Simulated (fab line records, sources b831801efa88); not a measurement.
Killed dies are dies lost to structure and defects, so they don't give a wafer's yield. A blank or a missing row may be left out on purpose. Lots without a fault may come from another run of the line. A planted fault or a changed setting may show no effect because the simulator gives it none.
Which tool did it? | flow gf180mcu | 12 lots, 36 wafers sampled, at 5 steps of a route of 602

WHAT THE GAUGES READ, wafer by wafer
GF_PSD_CD_MEAS_07: target cd 400 nm. Usual: cd_nm 399.1 nm, standard deviation 2.2.
lot  | measured     | on        | cd_nm (nm)        | flag
L110 | day 14 14:47 | cd_sem-02 | 396.0 393.9 396.0 |
L111 | day 14 17:13 | cd_sem-02 | 397.1 397.5 399.3 |
L112 | day 15 11:29 | cd_sem-02 | 399.9 398.8 399.8 |
L116 | day 17 01:55 | cd_sem-02 | 400.9 401.7 401.4 |
L115 | day 17 11:19 | cd_sem-01 | 403.7 401.6 403.4 |
L117 | day 17 20:28 | cd_sem-02 | 396.6 397.4 397.9 |
L118 | day 18 06:25 | cd_sem-01 | 400.8 403.1 402.2 |
L120 | day 18 21:19 | cd_sem-02 | 398.3 397.5 399.3 |
L121 | day 19 01:33 | cd_sem-01 | 397.3 398.4 398.9 |
L122 | day 19 04:40 | cd_sem-01 | 396.1 398.3 398.5 |
L126 | day 20 07:07 | cd_sem-01 | 400.0 399.5 398.3 |
L132 | day 22 18:42 | cd_sem-02 | 400.0 400.1 397.2 |

GF_PSD_RS_MEAS_14: measures by four-point-probe. Usual: NSD_RS 46.14 ohm/sq, standard deviation 0.077.
lot  | measured     | on            | NSD_RS (ohm/sq)   | flag
L110 | day 14 15:24 | film_metro-02 | 46.18 46.10 46.19 |
L111 | day 14 17:49 | film_metro-01 | 46.09 46.16 46.11 |
L112 | day 15 12:05 | film_metro-01 | 46.11 46.28 46.19 |
L116 | day 17 02:36 | film_metro-04 | 46.14 46.27 46.14 |
L115 | day 17 11:55 | film_metro-04 | 46.23 46.30 46.04 |
L117 | day 17 21:04 | film_metro-04 | 46.16 46.09 46.12 |
L118 | day 18 07:01 | film_metro-04 | 46.02 46.21 46.10 |
L120 | day 18 21:55 | film_metro-04 | 46.23 46.21 46.22 |
L121 | day 19 02:09 | film_metro-04 | 40.44 40.47 40.52 | OFF
L122 | day 19 05:16 | film_metro-02 | 40.50 40.44 40.43 | OFF
L126 | day 20 07:44 | film_metro-04 | 46.18 46.09 46.31 |
L132 | day 22 19:18 | film_metro-02 | 46.20 46.21 46.11 |

GF_PSD_RS_MEAS_15: measures by four-point-probe. Usual: PSD_RS 108.54 ohm/sq, standard deviation 0.28.
lot  | measured     | on            | PSD_RS (ohm/sq)      | flag
L110 | day 14 15:31 | film_metro-02 | 108.41 108.19 108.58 |
L111 | day 14 17:56 | film_metro-01 | 108.44 108.36 108.60 |
L112 | day 15 12:13 | film_metro-01 | 109.13 109.05 109.13 |
L116 | day 17 02:43 | film_metro-04 | 108.58 108.89 108.40 |
L115 | day 17 12:02 | film_metro-04 | 109.23 108.72 108.77 |
L117 | day 17 21:11 | film_metro-04 | 108.27 108.34 108.50 |
L118 | day 18 07:08 | film_metro-04 | 108.52 108.18 108.61 |
L120 | day 18 22:02 | film_metro-04 | 108.41 108.65 108.61 |
L121 | day 19 02:16 | film_metro-04 | 91.94 92.44 92.43    | OFF
L122 | day 19 05:23 | film_metro-02 | 92.51 92.42 92.36    | OFF
L126 | day 20 07:51 | film_metro-04 | 109.17 108.52 109.25 |
L132 | day 22 19:25 | film_metro-02 | 108.49 108.28 108.25 |

WHICH TOOL RAN EACH LOT (tool, then ch and the chambers of the sampled wafers, then the start)
lot  | GF_HV_LDD_STRIP_10                   | GF_PSD_RTA_13
L110 | plasma_asher-02 ch 0,1, day 10 07:14 | rtp_anneal-01 ch 0, day 14 15:18
L111 | plasma_asher-01 ch 0,1, day 10 11:43 | rtp_anneal-02 ch 0, day 14 17:44
L112 | plasma_asher-03 ch 0,1, day 11 02:28 | rtp_anneal-02 ch 0, day 15 12:01
L116 | plasma_asher-03 ch 0,1, day 12 10:25 | rtp_anneal-01 ch 0, day 17 02:26
L115 | plasma_asher-02 ch 0,1, day 12 19:09 | rtp_anneal-02 ch 0, day 17 11:50
L117 | plasma_asher-03 ch 1, day 13 04:31   | rtp_anneal-01 ch 0, day 17 20:59
L118 | plasma_asher-02 ch 0,1, day 13 10:54 | rtp_anneal-01 ch 0, day 18 06:56
L120 | plasma_asher-02 ch 0,1, day 13 18:19 | rtp_anneal-02 ch 0, day 18 21:50
L121 | plasma_asher-01 ch 0,1, day 14 07:05 | rtp_anneal-02 ch 0, day 19 02:03
L122 | plasma_asher-01 ch 1, day 14 07:40   | rtp_anneal-02 ch 0, day 19 05:10
L126 | plasma_asher-02 ch 1, day 15 06:07   | rtp_anneal-01 ch 0, day 20 07:38
L132 | plasma_asher-01 ch 0,1, day 17 07:30 | rtp_anneal-01 ch 0, day 22 19:13
- GF_HV_LDD_STRIP_10: strips in O2/N2.
- GF_PSD_RTA_13: time 20 s.

WHAT THE TOOLS THEMSELVES READ (means of the sampled wafers that have a number; where no wafer has one, the mark that the record gives instead)
GF_HV_LDD_STRIP_10. Usual: drypump_motor_current_A 5.6 A, standard deviation 0.38; heater_power_w 324 W, standard deviation 55; oes_product_au 0.715 a.u., standard deviation 0.0042; strip_time_to_endpoint_s 12.65 s, standard deviation 0.035.
lot  | tool            | drypump_motor_current_A (A) | heater_power_w (W) | oes_product_au (a.u.) | strip_time_to_endpoint_s (s) | flag
L110 | plasma_asher-02 | 5.9                         | 294                | 0.717                 | 12.64                        |
L111 | plasma_asher-01 | 5.4                         | 277                | 0.718                 | 12.64                        |
L112 | plasma_asher-03 | 5.6                         | 367                | 0.713                 | 12.56                        |
L116 | plasma_asher-03 | 5.6                         | 363                | 0.716                 | 12.65                        |
L115 | plasma_asher-02 | 5.9                         | 295                | 0.714                 | 12.59                        |
L117 | plasma_asher-03 | 5.5                         | 330                | 0.716                 | 12.62                        |
L118 | plasma_asher-02 | 6.0                         | 294                | 0.714                 | 12.65                        |
L120 | plasma_asher-02 | 5.9                         | 291                | 0.720                 | 12.64                        |
L121 | plasma_asher-01 | 5.1                         | 310                | 0.711                 | 12.65                        |
L122 | plasma_asher-01 | 5.7                         | 266                | 0.713                 | 12.64                        |
L126 | plasma_asher-02 | 6.0                         | 291                | 0.714                 | 12.63                        |
L132 | plasma_asher-01 | 5.1                         | 306                | 0.713                 | 12.63                        |

GF_PSD_RTA_13. Usual: lamp_power_pct 35.1 %, standard deviation 2.5; wafer_temp_C_max 1028.5, standard deviation 1.2.
lot  | tool          | lamp_power_pct (%) | wafer_temp_C_max | flag
L110 | rtp_anneal-01 | 32.5               | 1027.1           |
L111 | rtp_anneal-02 | 37.5               | 1029.0           |
L112 | rtp_anneal-02 | 37.6               | 1028.8           |
L116 | rtp_anneal-01 | 32.6               | 1028.5           |
L115 | rtp_anneal-02 | 37.6               | 1029.8           |
L117 | rtp_anneal-01 | 32.6               | 1027.2           |
L118 | rtp_anneal-01 | 32.6               | 1027.6           |
L120 | rtp_anneal-02 | 37.6               | 1029.7           |
L121 | rtp_anneal-02 | 41.6               | 1068.9           | OFF
L122 | rtp_anneal-02 | 41.6               | 1068.9           | OFF
L126 | rtp_anneal-01 | 32.6               | 1027.6           |
L132 | rtp_anneal-01 | 32.6               | 1027.6           |

THE ANSWER, worked out from the rows above alone
Rule: a lot is off if the mean of its wafers that have a number lies more than 3 standard deviations from the usual mean. A lot without any number at a reading at which 4 lots or more have one is off too. The other lots that the step has rows for count as sound. The gauges are gone through in route order, then the tools' own readings, and for those a lot's mean is taken as printed above. The first step at which some lot is off is used, and at that step the reading that is off furthest; a lot without a number counts as furthest.
Off: L121, L122, at GF_PSD_RS_MEAS_14 (NSD_RS).
A tool fits if, at a process step before that reading, it ran every lot that is off, and no sound lot after the first of them. The gauges at GF_PSD_RS_MEAS_14 aren't tried: what is off there is off at GF_PSD_RTA_13 too, on other tools, and a gauge's error can't cause that. One fits: rtp_anneal-02 at GF_PSD_RTA_13. Its last sound lot is L120 (day 18 21:50), its first lot that is off L121 (day 19 02:03): a fault that began between those two fits.
The tool's own readings at GF_PSD_RTA_13 bear it out: on the lots that are off they differ by more than 5 times the standard deviation of the sound lots' means. wafer_temp_C_max reads 1068.9 there against 1028.3 on the sound lots.

WHAT THE SIMULATOR HAD PUT IN
Process parameter drift: rtp_anneal-02, from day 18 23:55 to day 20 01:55, at GF_PSD_RTA_13. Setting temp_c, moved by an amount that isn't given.
Lots struck among those shown: L121, L122. The rule above found the same.
